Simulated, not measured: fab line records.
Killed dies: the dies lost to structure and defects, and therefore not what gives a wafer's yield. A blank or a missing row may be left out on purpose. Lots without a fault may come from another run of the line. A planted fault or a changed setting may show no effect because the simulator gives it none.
A sampling plan put to the test :: flow gf180mcu :: each of the 51 faults these records tell of, on one fab line, judged from the records of the lots it struck
The plan is the line's own looks: the steps of the route at which a gauge or an inspection reads the wafer and doesn't change it. A look can be judged if struck wafers have a number there and the file gives its usual mean and standard deviation on fault-free wafers. Caught: a look later than the fault's first step finds the struck wafers' mean 4 or more of those standard deviations (sigma) from the usual mean. On the tool: the test repeated on the tool's own readings taken at the fault's steps. It also counts as caught if the struck wafers ran another recipe or if their record alone is blank.

THE FAULTS, as the simulator had put them in
1. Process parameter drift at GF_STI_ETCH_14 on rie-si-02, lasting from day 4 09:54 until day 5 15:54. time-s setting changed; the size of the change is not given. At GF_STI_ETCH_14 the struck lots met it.
2. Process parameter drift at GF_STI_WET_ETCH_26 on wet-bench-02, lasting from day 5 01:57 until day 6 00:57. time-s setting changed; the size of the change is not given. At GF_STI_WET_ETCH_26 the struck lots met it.
3. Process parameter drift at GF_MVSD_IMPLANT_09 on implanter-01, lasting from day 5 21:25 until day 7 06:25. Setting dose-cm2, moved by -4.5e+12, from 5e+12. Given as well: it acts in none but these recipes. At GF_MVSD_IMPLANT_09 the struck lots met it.
4. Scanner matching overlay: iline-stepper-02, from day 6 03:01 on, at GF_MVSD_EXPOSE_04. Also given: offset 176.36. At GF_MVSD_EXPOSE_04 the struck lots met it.
5. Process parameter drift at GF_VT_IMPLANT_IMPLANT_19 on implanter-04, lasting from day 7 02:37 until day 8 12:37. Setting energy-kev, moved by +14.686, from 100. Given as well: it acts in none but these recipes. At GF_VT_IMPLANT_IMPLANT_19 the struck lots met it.
6. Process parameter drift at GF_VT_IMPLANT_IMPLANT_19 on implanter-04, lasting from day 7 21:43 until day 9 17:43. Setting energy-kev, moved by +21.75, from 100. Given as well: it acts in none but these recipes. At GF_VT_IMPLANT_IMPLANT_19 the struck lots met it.
7. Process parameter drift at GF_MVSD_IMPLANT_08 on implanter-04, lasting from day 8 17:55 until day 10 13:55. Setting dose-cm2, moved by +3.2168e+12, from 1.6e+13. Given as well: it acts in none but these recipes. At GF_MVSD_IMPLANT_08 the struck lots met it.
8. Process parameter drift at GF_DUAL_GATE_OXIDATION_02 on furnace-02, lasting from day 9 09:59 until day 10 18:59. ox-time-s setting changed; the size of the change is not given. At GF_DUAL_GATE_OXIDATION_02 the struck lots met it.
9. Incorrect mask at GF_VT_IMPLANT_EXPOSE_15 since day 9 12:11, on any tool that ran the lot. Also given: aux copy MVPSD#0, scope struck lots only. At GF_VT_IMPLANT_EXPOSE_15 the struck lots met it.
10. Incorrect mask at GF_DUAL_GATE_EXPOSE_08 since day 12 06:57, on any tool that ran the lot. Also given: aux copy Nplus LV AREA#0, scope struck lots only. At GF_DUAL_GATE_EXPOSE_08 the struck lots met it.
11. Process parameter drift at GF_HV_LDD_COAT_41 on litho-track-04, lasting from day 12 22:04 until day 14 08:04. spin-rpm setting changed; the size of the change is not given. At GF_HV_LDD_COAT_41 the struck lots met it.
12. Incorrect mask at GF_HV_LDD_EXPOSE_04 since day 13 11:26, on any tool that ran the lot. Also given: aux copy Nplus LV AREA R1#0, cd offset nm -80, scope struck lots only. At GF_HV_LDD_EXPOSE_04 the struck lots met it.
13. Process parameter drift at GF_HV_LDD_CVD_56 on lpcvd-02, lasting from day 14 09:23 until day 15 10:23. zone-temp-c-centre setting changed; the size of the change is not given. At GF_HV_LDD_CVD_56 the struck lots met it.
14. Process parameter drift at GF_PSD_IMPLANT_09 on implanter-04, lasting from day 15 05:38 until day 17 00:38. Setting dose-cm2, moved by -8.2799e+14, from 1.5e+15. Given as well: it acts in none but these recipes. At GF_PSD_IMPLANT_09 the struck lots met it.
15. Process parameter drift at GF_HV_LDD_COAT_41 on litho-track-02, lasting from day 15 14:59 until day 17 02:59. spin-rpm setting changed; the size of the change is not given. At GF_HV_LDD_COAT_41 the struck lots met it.
16. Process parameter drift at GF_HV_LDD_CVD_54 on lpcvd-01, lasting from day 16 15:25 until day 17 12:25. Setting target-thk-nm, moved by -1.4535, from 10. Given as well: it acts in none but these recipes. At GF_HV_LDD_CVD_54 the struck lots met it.
17. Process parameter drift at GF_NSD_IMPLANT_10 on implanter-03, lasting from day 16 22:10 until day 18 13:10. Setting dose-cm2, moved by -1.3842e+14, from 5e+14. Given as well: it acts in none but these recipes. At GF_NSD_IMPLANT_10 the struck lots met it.
18. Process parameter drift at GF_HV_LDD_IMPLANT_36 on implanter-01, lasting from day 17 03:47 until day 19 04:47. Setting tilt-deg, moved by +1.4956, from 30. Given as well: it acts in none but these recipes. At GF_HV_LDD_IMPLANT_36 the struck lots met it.
19. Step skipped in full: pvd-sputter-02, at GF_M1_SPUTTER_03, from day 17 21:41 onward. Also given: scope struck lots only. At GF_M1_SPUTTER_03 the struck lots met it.
20. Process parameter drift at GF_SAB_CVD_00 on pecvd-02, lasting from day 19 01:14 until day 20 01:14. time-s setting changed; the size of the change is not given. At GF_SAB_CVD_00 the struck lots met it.
21. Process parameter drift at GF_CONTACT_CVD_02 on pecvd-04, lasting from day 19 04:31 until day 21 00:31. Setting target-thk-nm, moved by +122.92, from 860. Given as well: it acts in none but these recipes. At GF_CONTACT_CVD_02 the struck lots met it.
22. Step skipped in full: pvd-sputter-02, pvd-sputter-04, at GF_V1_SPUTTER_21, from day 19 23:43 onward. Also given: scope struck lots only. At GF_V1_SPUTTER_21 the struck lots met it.
23. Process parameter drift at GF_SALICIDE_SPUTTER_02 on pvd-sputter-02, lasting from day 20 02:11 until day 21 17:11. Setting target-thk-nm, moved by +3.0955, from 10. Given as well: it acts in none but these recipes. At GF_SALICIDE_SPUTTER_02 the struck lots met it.
24. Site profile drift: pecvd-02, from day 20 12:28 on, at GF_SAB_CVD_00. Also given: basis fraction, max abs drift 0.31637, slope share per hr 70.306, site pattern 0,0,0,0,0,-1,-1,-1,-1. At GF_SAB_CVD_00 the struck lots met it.
25. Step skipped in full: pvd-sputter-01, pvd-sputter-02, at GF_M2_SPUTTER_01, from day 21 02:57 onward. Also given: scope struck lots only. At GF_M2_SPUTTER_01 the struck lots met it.
26. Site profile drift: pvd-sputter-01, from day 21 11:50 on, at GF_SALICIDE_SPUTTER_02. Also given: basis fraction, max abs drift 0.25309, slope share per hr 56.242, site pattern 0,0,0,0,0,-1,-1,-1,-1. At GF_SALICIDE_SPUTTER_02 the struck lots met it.
27. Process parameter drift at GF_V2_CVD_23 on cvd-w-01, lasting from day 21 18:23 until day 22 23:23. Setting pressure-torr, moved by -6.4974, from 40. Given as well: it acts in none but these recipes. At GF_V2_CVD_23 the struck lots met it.
28. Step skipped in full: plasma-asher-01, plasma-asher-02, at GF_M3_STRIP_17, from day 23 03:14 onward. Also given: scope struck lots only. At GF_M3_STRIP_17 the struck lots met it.
29. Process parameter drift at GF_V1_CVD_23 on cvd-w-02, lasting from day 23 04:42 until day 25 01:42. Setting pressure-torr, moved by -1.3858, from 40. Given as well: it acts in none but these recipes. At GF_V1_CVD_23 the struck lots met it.
30. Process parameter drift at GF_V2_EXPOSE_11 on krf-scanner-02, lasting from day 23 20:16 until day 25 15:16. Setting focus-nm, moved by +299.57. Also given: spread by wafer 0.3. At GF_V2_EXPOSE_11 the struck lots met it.
31. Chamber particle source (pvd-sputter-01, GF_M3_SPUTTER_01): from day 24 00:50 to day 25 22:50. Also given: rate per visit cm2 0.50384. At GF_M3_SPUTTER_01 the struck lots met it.
32. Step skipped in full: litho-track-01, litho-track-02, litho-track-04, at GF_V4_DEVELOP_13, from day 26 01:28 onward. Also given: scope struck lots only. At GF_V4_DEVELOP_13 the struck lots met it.
33. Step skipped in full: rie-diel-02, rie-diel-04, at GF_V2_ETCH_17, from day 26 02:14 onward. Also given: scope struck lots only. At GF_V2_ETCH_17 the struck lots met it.
34. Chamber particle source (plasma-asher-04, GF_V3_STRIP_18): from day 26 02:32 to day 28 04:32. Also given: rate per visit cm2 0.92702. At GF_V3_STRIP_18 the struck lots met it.
35. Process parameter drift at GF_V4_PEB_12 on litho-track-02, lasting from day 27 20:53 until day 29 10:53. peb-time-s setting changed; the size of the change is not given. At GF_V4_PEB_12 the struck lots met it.
36. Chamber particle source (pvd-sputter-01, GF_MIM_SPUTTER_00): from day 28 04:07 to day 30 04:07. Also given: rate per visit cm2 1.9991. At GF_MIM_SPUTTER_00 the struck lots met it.
37. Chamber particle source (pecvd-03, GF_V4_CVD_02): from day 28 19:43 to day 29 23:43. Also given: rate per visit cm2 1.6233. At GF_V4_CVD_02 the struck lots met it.
38. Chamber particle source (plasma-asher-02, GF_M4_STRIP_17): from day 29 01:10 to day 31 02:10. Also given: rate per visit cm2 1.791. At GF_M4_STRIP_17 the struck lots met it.
39. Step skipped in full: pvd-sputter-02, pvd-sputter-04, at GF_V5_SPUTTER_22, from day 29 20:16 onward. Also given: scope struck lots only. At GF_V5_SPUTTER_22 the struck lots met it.
40. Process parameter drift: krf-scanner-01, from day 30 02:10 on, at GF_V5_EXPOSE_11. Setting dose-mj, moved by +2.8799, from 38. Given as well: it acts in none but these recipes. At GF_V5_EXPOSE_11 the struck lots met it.
41. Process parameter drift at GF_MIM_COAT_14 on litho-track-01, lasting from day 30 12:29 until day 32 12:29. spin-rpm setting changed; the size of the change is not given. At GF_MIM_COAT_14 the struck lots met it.
42. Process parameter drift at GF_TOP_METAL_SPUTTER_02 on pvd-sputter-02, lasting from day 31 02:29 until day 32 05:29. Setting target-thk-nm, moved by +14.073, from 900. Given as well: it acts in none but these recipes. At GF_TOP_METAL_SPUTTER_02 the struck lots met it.
43. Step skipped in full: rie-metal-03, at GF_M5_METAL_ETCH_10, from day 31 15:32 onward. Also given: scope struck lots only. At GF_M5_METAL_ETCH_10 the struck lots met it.
44. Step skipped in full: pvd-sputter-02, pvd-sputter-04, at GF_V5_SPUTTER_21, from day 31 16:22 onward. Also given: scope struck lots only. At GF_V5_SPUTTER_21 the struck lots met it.
45. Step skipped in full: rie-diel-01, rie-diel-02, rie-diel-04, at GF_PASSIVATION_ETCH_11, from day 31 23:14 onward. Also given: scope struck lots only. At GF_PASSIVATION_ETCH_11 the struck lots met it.
46. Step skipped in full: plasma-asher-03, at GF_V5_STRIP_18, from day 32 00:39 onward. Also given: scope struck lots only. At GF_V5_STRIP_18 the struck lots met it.
47. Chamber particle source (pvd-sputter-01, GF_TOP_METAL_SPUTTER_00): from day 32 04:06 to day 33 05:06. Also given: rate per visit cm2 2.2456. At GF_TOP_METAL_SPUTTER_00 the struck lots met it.
48. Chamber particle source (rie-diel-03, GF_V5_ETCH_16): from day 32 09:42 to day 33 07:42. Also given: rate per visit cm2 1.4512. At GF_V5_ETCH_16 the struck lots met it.
49. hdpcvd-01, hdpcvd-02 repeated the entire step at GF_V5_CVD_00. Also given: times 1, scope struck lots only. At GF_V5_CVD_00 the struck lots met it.
50. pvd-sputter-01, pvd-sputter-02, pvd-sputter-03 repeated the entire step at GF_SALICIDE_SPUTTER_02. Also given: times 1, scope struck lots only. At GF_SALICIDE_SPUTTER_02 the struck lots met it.
51. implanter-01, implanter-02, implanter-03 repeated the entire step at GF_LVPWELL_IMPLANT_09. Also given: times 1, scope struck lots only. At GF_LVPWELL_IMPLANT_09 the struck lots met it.

WHAT THE PLAN SAW
fault: 1
on the tool itself: run-length-s -53 sigma
first look that catches it: not the one look that can be judged after it
reading, sigma: -
median hours from its first step to that look: -
hours from the fault's start to the first struck lot there: -
judged looks passed uncaught: 1

fault: 2
on the tool itself: run-length-s -14 sigma
first look that catches it: none of the 4 looks that can be judged after it
reading, sigma: -
median hours from its first step to that look: -
hours from the fault's start to the first struck lot there: -
judged looks passed uncaught: 4

fault: 3
on the tool itself: dose-ions-cm2 -99 or beyond sigma
first look that catches it: GF_MVSD_TW_MEAS_11
reading, sigma: MVSD_TW -4.9
median hours from its first step to that look: 0.2
hours from the fault's start to the first struck lot there: 8
judged looks passed uncaught: 0

fault: 4
on the tool itself: no reading that can be judged
first look that catches it: GF_MVSD_OVL_MEAS_07
reading, sigma: MVSD_OVL +99 or beyond
median hours from its first step to that look: 7.5
hours from the fault's start to the first struck lot there: 10
judged looks passed uncaught: 0

fault: 5
on the tool itself: beam-energy-keV +99 or beyond sigma
first look that catches it: GF_VT_IMPLANT_TW_MEAS_21
reading, sigma: VT_IMPLANT_2_TW +4.1
median hours from its first step to that look: 0.2
hours from the fault's start to the first struck lot there: 7
judged looks passed uncaught: 0

fault: 6
on the tool itself: beam-energy-keV +99 or beyond sigma
first look that catches it: GF_VT_IMPLANT_TW_MEAS_21
reading, sigma: VT_IMPLANT_2_TW +5.7
median hours from its first step to that look: 0.2
hours from the fault's start to the first struck lot there: 7
judged looks passed uncaught: 0

fault: 7
on the tool itself: dose-ions-cm2 +99 or beyond sigma
first look that catches it: GF_MVSD_TW_MEAS_11
reading, sigma: MVSD_TW +7.8
median hours from its first step to that look: 0.4
hours from the fault's start to the first struck lot there: 2
judged looks passed uncaught: 0

fault: 8
on the tool itself: under 2 sigma
first look that catches it: GF_DUAL_GATE_THK_MEAS_03
reading, sigma: DUAL_GATE_OXIDATION_00_THK +6.9
median hours from its first step to that look: 1.4
hours from the fault's start to the first struck lot there: 10
judged looks passed uncaught: 0

fault: 9
on the tool itself: no reading that can be judged
first look that catches it: GF_VT_IMPLANT_TW_MEAS_21
reading, sigma: VT_IMPLANT_2_TW -99 or beyond
median hours from its first step to that look: 8.9
hours from the fault's start to the first struck lot there: 10
judged looks passed uncaught: 0

fault: 10
on the tool itself: no reading that can be judged
first look that catches it: no look after it can be judged
reading, sigma: -
median hours from its first step to that look: -
hours from the fault's start to the first struck lot there: -
judged looks passed uncaught: 0

fault: 11
on the tool itself: spin-speed-rpm +99 or beyond sigma
first look that catches it: no look after it can be judged
reading, sigma: -
median hours from its first step to that look: -
hours from the fault's start to the first struck lot there: -
judged looks passed uncaught: 0

fault: 12
on the tool itself: no reading that can be judged
first look that catches it: GF_HV_LDD_CD_MEAS_07
reading, sigma: cd-nm -34
median hours from its first step to that look: 10.0
hours from the fault's start to the first struck lot there: 15
judged looks passed uncaught: 0

fault: 13
on the tool itself: spike-tc-centre-C -27 sigma
first look that catches it: GF_HV_LDD_THK_MEAS_57
reading, sigma: HV_LDD_CVD_56_THK -14
median hours from its first step to that look: 1.4
hours from the fault's start to the first struck lot there: 17
judged looks passed uncaught: 0

fault: 14
on the tool itself: dose-ions-cm2 -99 or beyond sigma
first look that catches it: GF_PSD_TW_MEAS_11
reading, sigma: PSD_TW -24
median hours from its first step to that look: 0.2
hours from the fault's start to the first struck lot there: 6
judged looks passed uncaught: 0

fault: 15
on the tool itself: spin-speed-rpm -99 or beyond sigma
first look that catches it: GF_HV_LDD_CD_MEAS_46
reading, sigma: cd-nm -7.2
median hours from its first step to that look: 11.2
hours from the fault's start to the first struck lot there: 29
judged looks passed uncaught: 0

fault: 16
on the tool itself: under 2 sigma
first look that catches it: GF_HV_LDD_THK_MEAS_55
reading, sigma: HV_LDD_CVD_54_THK -9.2
median hours from its first step to that look: 1.0
hours from the fault's start to the first struck lot there: 7
judged looks passed uncaught: 0

fault: 17
on the tool itself: dose-ions-cm2 -99 or beyond sigma
first look that catches it: GF_PSD_RS_MEAS_14
reading, sigma: NSD_RS +24
median hours from its first step to that look: 24.2
hours from the fault's start to the first struck lot there: 38
judged looks passed uncaught: 0

fault: 18
on the tool itself: tilt-deg +75 sigma
first look that catches it: no look after it can be judged
reading, sigma: -
median hours from its first step to that look: -
hours from the fault's start to the first struck lot there: -
judged looks passed uncaught: 0

fault: 19
on the tool itself: the tool's record is blank for the struck wafers
first look that catches it: no look after it can be judged
reading, sigma: -
median hours from its first step to that look: -
hours from the fault's start to the first struck lot there: -
judged looks passed uncaught: 0

fault: 20
on the tool itself: under 2 sigma
first look that catches it: GF_SAB_THK_MEAS_01
reading, sigma: SAB_CVD_00_THK -8.4
median hours from its first step to that look: 0.0
hours from the fault's start to the first struck lot there: 2
judged looks passed uncaught: 0

fault: 21
on the tool itself: under 2 sigma
first look that catches it: GF_CONTACT_THK_MEAS_03
reading, sigma: CONTACT_CVD_02_THK +12
median hours from its first step to that look: 0.1
hours from the fault's start to the first struck lot there: 20
judged looks passed uncaught: 0

fault: 22
on the tool itself: the tool's record is blank for the struck wafers
first look that catches it: not the one look that can be judged after it
reading, sigma: -
median hours from its first step to that look: -
hours from the fault's start to the first struck lot there: -
judged looks passed uncaught: 1

fault: 23
on the tool itself: under 2 sigma
first look that catches it: GF_SALICIDE_RS_MEAS_04
reading, sigma: SALICIDE_TIN_RS -12
median hours from its first step to that look: 0.1
hours from the fault's start to the first struck lot there: 3
judged looks passed uncaught: 0

fault: 24
on the tool itself: under 2 sigma
first look that catches it: GF_SAB_THK_MEAS_01
reading, sigma: SAB_CVD_00_THK -11
median hours from its first step to that look: 0.0
hours from the fault's start to the first struck lot there: 1
judged looks passed uncaught: 0

fault: 25
on the tool itself: the tool's record is blank for the struck wafers
first look that catches it: no look after it can be judged
reading, sigma: -
median hours from its first step to that look: -
hours from the fault's start to the first struck lot there: -
judged looks passed uncaught: 0

fault: 26
on the tool itself: under 2 sigma
first look that catches it: GF_SALICIDE_RS_MEAS_04
reading, sigma: SALICIDE_TIN_RS +8.3
median hours from its first step to that look: 0.1
hours from the fault's start to the first struck lot there: 13
judged looks passed uncaught: 0

fault: 27
on the tool itself: chamber-pressure-Torr -68 sigma
first look that catches it: GF_V2_RS_MEAS_24
reading, sigma: V2_W_RS +7.3
median hours from its first step to that look: 0.1
hours from the fault's start to the first struck lot there: 2
judged looks passed uncaught: 0

fault: 28
on the tool itself: no reading that can be judged
first look that catches it: no look after it can be judged
reading, sigma: -
median hours from its first step to that look: -
hours from the fault's start to the first struck lot there: -
judged looks passed uncaught: 0

fault: 29
on the tool itself: chamber-pressure-Torr -15 sigma
first look that catches it: not the one look that can be judged after it
reading, sigma: -
median hours from its first step to that look: -
hours from the fault's start to the first struck lot there: -
judged looks passed uncaught: 1

fault: 30
on the tool itself: no reading that can be judged
first look that catches it: GF_V2_CD_MEAS_14
reading, sigma: cd-nm +5.0
median hours from its first step to that look: 10.7
hours from the fault's start to the first struck lot there: 35
judged looks passed uncaught: 0

fault: 31
on the tool itself: under 2 sigma
first look that catches it: none of the 2 looks that can be judged after it
reading, sigma: -
median hours from its first step to that look: -
hours from the fault's start to the first struck lot there: -
judged looks passed uncaught: 2

fault: 32
on the tool itself: no reading that can be judged
first look that catches it: no look after it can be judged
reading, sigma: -
median hours from its first step to that look: -
hours from the fault's start to the first struck lot there: -
judged looks passed uncaught: 0

fault: 33
on the tool itself: the tool's record is blank for the struck wafers
first look that catches it: no look after it can be judged
reading, sigma: -
median hours from its first step to that look: -
hours from the fault's start to the first struck lot there: -
judged looks passed uncaught: 0

fault: 34
on the tool itself: under 2 sigma
first look that catches it: none of the 2 looks that can be judged after it
reading, sigma: -
median hours from its first step to that look: -
hours from the fault's start to the first struck lot there: -
judged looks passed uncaught: 2

fault: 35
on the tool itself: no reading that can be judged
first look that catches it: GF_V4_CD_MEAS_14
reading, sigma: cd-nm +4.0
median hours from its first step to that look: 0.3
hours from the fault's start to the first struck lot there: 12
judged looks passed uncaught: 0

fault: 36
on the tool itself: under 2 sigma
first look that catches it: none of the 3 looks that can be judged after it
reading, sigma: -
median hours from its first step to that look: -
hours from the fault's start to the first struck lot there: -
judged looks passed uncaught: 3

fault: 37
on the tool itself: under 2 sigma
first look that catches it: none of the 2 looks that can be judged after it
reading, sigma: -
median hours from its first step to that look: -
hours from the fault's start to the first struck lot there: -
judged looks passed uncaught: 2

fault: 38
on the tool itself: under 2 sigma
first look that catches it: not the one look that can be judged after it
reading, sigma: -
median hours from its first step to that look: -
hours from the fault's start to the first struck lot there: -
judged looks passed uncaught: 1

fault: 39
on the tool itself: the tool's record is blank for the struck wafers
first look that catches it: no look after it can be judged
reading, sigma: -
median hours from its first step to that look: -
hours from the fault's start to the first struck lot there: -
judged looks passed uncaught: 0

fault: 40
on the tool itself: exposure-dose-mJ-cm2 +72 sigma
first look that catches it: GF_V5_CD_MEAS_14
reading, sigma: cd-nm +9.1
median hours from its first step to that look: 8.6
hours from the fault's start to the first struck lot there: 28
judged looks passed uncaught: 0

fault: 41
on the tool itself: spin-speed-rpm +99 or beyond sigma
first look that catches it: no look after it can be judged
reading, sigma: -
median hours from its first step to that look: -
hours from the fault's start to the first struck lot there: -
judged looks passed uncaught: 0

fault: 42
on the tool itself: under 2 sigma
first look that catches it: no look after it can be judged
reading, sigma: -
median hours from its first step to that look: -
hours from the fault's start to the first struck lot there: -
judged looks passed uncaught: 0

fault: 43
on the tool itself: the tool's record is blank for the struck wafers
first look that catches it: no look after it can be judged
reading, sigma: -
median hours from its first step to that look: -
hours from the fault's start to the first struck lot there: -
judged looks passed uncaught: 0

fault: 44
on the tool itself: the tool's record is blank for the struck wafers
first look that catches it: not the one look that can be judged after it
reading, sigma: -
median hours from its first step to that look: -
hours from the fault's start to the first struck lot there: -
judged looks passed uncaught: 1

fault: 45
on the tool itself: the tool's record is blank for the struck wafers
first look that catches it: no look after it can be judged
reading, sigma: -
median hours from its first step to that look: -
hours from the fault's start to the first struck lot there: -
judged looks passed uncaught: 0

fault: 46
on the tool itself: the tool's record is blank for the struck wafers
first look that catches it: no look after it can be judged
reading, sigma: -
median hours from its first step to that look: -
hours from the fault's start to the first struck lot there: -
judged looks passed uncaught: 0

fault: 47
on the tool itself: under 2 sigma
first look that catches it: no look after it can be judged
reading, sigma: -
median hours from its first step to that look: -
hours from the fault's start to the first struck lot there: -
judged looks passed uncaught: 0

fault: 48
on the tool itself: under 2 sigma
first look that catches it: no look after it can be judged
reading, sigma: -
median hours from its first step to that look: -
hours from the fault's start to the first struck lot there: -
judged looks passed uncaught: 0

fault: 49
on the tool itself: no reading that can be judged
first look that catches it: GF_V5_THK_MEAS_01
reading, sigma: V5_CVD_00_THK +99 or beyond
median hours from its first step to that look: 0.3
hours from the fault's start to the first struck lot there: -
judged looks passed uncaught: 0

fault: 50
on the tool itself: under 2 sigma
first look that catches it: GF_SALICIDE_RS_MEAS_04
reading, sigma: SALICIDE_TIN_RS -27
median hours from its first step to that look: 0.2
hours from the fault's start to the first struck lot there: -
judged looks passed uncaught: 0

fault: 51
on the tool itself: no reading that can be judged
first look that catches it: GF_LVPWELL_TW_MEAS_11
reading, sigma: LVPWELL_TW +10
median hours from its first step to that look: 0.6
hours from the fault's start to the first struck lot there: -
judged looks passed uncaught: 0
A dash: the fault is not caught, or the number is missing from these records.

Caught at a look: 25 of 51. Caught on the tool: 25 of 51. By one or the other: 40 of 51.
Faults caught by the tool alone: 1, 2, 11, 18, 19, 22, 25, 29, 33, 39, 41, 43, 44, 45, 46.
Caught at a look alone: faults 4, 8, 9, 12, 16, 20, 21, 23, 24, 26, 30, 35, 49, 50, 51.
Caught by neither: faults 10, 28, 31, 32, 34, 36, 37, 38, 42, 47, 48.

THINNER SAMPLING
Were the look that catches a fault to measure just every second or every third lot (counted by lot number), the first struck lot would, at worst, be measured this late:
fault: 3
struck lots at that look, in order of time: L857, L858
every lot: 8 h
every second lot: 16 h
every third lot: may miss all 2

fault: 4
struck lots at that look, in order of time: L187, L188
every lot: 10 h
every second lot: 28 h
every third lot: may miss all 2

fault: 5
struck lots at that look, in order of time: L349, L350, L352
every lot: 7 h
every second lot: 13 h
every third lot: may miss all 3

fault: 6
struck lots at that look, in order of time: L241, L242
every lot: 7 h
every second lot: 16 h
every third lot: may miss all 2

fault: 7
struck lots at that look, in order of time: L931, L932
every lot: 2 h
every second lot: 15 h
every third lot: may miss all 2

fault: 8
struck lots at that look, in order of time: L926, L928
every lot: 10 h
every second lot: may miss all 2
every third lot: may miss all 2

fault: 9
struck lots at that look, in order of time: L217
every lot: 10 h
every second lot: may miss it
every third lot: may miss it

fault: 12
struck lots at that look, in order of time: L598
every lot: 15 h
every second lot: may miss it
every third lot: may miss it

fault: 13
struck lots at that look, in order of time: L248, L250
every lot: 17 h
every second lot: may miss all 2
every third lot: may miss all 2

fault: 14
struck lots at that look, in order of time: L111, L113
every lot: 6 h
every second lot: may miss all 2
every third lot: may miss all 2

fault: 15
struck lots at that look, in order of time: L347, L349, L348
every lot: 29 h
every second lot: 34 h
every third lot: 34 h

fault: 16
struck lots at that look, in order of time: L751, L753
every lot: 7 h
every second lot: may miss all 2
every third lot: may miss all 2

fault: 17
struck lots at that look, in order of time: L584, L586
every lot: 38 h
every second lot: may miss all 2
every third lot: may miss all 2

fault: 20
struck lots at that look, in order of time: L473, L476
every lot: 2 h
every second lot: 21 h
every third lot: may miss all 2

fault: 21
struck lots at that look, in order of time: L652, L653
every lot: 20 h
every second lot: 25 h
every third lot: may miss all 2

fault: 23
struck lots at that look, in order of time: L742, L747
every lot: 3 h
every second lot: 34 h
every third lot: may miss all 2

fault: 24
struck lots at that look, in order of time: L282, L284
every lot: 1 h
every second lot: may miss all 2
every third lot: may miss all 2

fault: 26
struck lots at that look, in order of time: L388, L389
every lot: 13 h
every second lot: 28 h
every third lot: may miss all 2

fault: 27
struck lots at that look, in order of time: L301, L302
every lot: 2 h
every second lot: 14 h
every third lot: may miss all 2

fault: 30
struck lots at that look, in order of time: L594
every lot: 35 h
every second lot: may miss it
every third lot: may miss it

fault: 35
struck lots at that look, in order of time: L704, L706
every lot: 12 h
every second lot: may miss all 2
every third lot: may miss all 2

fault: 40
struck lots at that look, in order of time: L809, L808
every lot: 28 h
every second lot: 31 h
every third lot: may miss all 2
Hours count from the start of the fault until the first struck lot that is measured. 4 sigma limit: tested on the pooled struck wafers, so a lone lot may be under it. Other struck lots may not be in these records.

THE LONGEST TIMED WAY FROM STEP TO LOOK
For fault 17, GF_NSD_IMPLANT_10 and GF_PSD_RS_MEAS_14 are separated by a median of 24.2 hours. No look between them can be judged.
